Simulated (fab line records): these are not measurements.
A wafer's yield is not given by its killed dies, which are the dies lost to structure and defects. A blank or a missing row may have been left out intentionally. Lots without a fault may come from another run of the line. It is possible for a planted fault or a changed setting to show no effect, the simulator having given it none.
Check of tool commonality + flow sky130 + Sampled: 14 lots, 42 wafers

## REASON IT WAS OPENED
At SKY_NWELL_TW_MEAS_26 the reading NWELL_2_TW is flagged on 2 of 14 lots. Wafers without a fault read 498, standard deviation 6.
Rule: flag the lot when none of its wafers has a number, or when each of its wafers that has one lies beyond 4 standard deviations from that mean. All remaining lots are regarded as sound.

| lot  | measured     | on            | NWELL_2_TW, wafer by wafer | flag    |
|------|--------------|---------------|----------------------------|---------|
| L584 | day 5 19:01  | film metro-04 | 504 499 502                |         |
| L585 | day 5 20:17  | film metro-02 | 486 489 488                |         |
| L586 | day 6 02:10  | film metro-02 | 489 490 492                |         |
| L587 | day 6 14:28  | film metro-04 | 504 504 505                |         |
| L588 | day 6 15:43  | film metro-02 | 493 490 492                |         |
| L590 | day 7 03:03  | film metro-03 | 499 497 498                |         |
| L591 | day 7 07:11  | film metro-03 | 500 499 501                |         |
| L592 | day 7 14:40  | film metro-04 | 505 505 503                |         |
| L593 | day 7 18:41  | film metro-02 | 488 491 493                |         |
| L595 | day 8 10:34  | film metro-03 | 503 499 504                |         |
| L598 | day 9 04:31  | film metro-02 | 30 30 30                   | FLAGGED |
| L599 | day 9 08:10  | film metro-03 | 30 30 30                   | FLAGGED |
| L604 | day 10 15:53 | film metro-04 | 502 505 505                |         |
| L605 | day 11 11:27 | film metro-02 | 494 491 493                |         |
Average over the flagged lots: 30; offset from the usual -468, equal to -78 standard deviations.

## WHICH TOOL RAN EACH LOT
The record holds 1 process step before the reading, out of a route of 708 steps. Each cell gives the tool, then ch followed by the chambers the sampled wafers passed through, then the start.
| lot  | flag    | SKY_NWELL_DEVELOP_22              |
|------|---------|-----------------------------------|
| L584 |         | litho track-03 ch 0, day 5 18:00  |
| L585 |         | litho track-01 ch 0, day 5 19:00  |
| L586 |         | litho track-03 ch 0, day 6 01:00  |
| L587 |         | litho track-03 ch 0, day 6 14:00  |
| L588 |         | litho track-03 ch 0, day 6 15:00  |
| L590 |         | litho track-04 ch 0, day 7 02:00  |
| L591 |         | litho track-01 ch 0, day 7 06:00  |
| L592 |         | litho track-03 ch 0, day 7 14:00  |
| L593 |         | litho track-01 ch 0, day 7 18:00  |
| L595 |         | litho track-04 ch 0, day 8 09:00  |
| L598 | FLAGGED | litho track-04 ch 0, day 9 04:00  |
| L599 | FLAGGED | litho track-04 ch 0, day 9 07:00  |
| L604 |         | litho track-01 ch 0, day 10 15:00 |
| L605 |         | litho track-01 ch 0, day 11 11:00 |
What these steps do:
- SKY_NWELL_DEVELOP_22: develop time 60 s.
- SKY_NWELL_TW_MEAS_26

## FLAGGED AGAINST TOTAL, ONE TOOL AT A TIME (gauges that did the reading follow at the end)
| step                 | tool           | lots run | flagged | share of the flagged lots | sound lots run after its first flagged lot |
|----------------------|----------------|----------|---------|---------------------------|--------------------------------------------|
| SKY_NWELL_DEVELOP_22 | litho track-01 | 5        | 0       | none                      | -                                          |
| SKY_NWELL_DEVELOP_22 | litho track-03 | 5        | 0       | none                      | -                                          |
| SKY_NWELL_DEVELOP_22 | litho track-04 | 4        | 2       | all                       | 0                                          |
| SKY_NWELL_TW_MEAS_26 | film metro-02  | 6        | 1       | some                      | 1 (L605)                                   |
| SKY_NWELL_TW_MEAS_26 | film metro-03  | 4        | 1       | some                      | 0                                          |
| SKY_NWELL_TW_MEAS_26 | film metro-04  | 4        | 0       | none                      | -                                          |

## WHAT THE TABLE ALLOWS
All flagged lots share 1 row of the table, namely litho track-04 at SKY_NWELL_DEVELOP_22.
- litho track-04 at SKY_NWELL_DEVELOP_22: 2 of its 4 lots flagged. It ran its last sound lot, L595, at day 8 09:00 and its first flagged lot, L598, at day 9 04:00: a fault with its onset between the two fits.
One tool is left: litho track-04 at SKY_NWELL_DEVELOP_22.

## WHAT THE SIMULATOR HAD PUT IN
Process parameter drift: litho track-04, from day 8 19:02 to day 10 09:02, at SKY_NWELL_DEVELOP_22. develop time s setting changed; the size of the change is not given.
Shown lots that were struck: L598, L599. The same result came from the rule above.
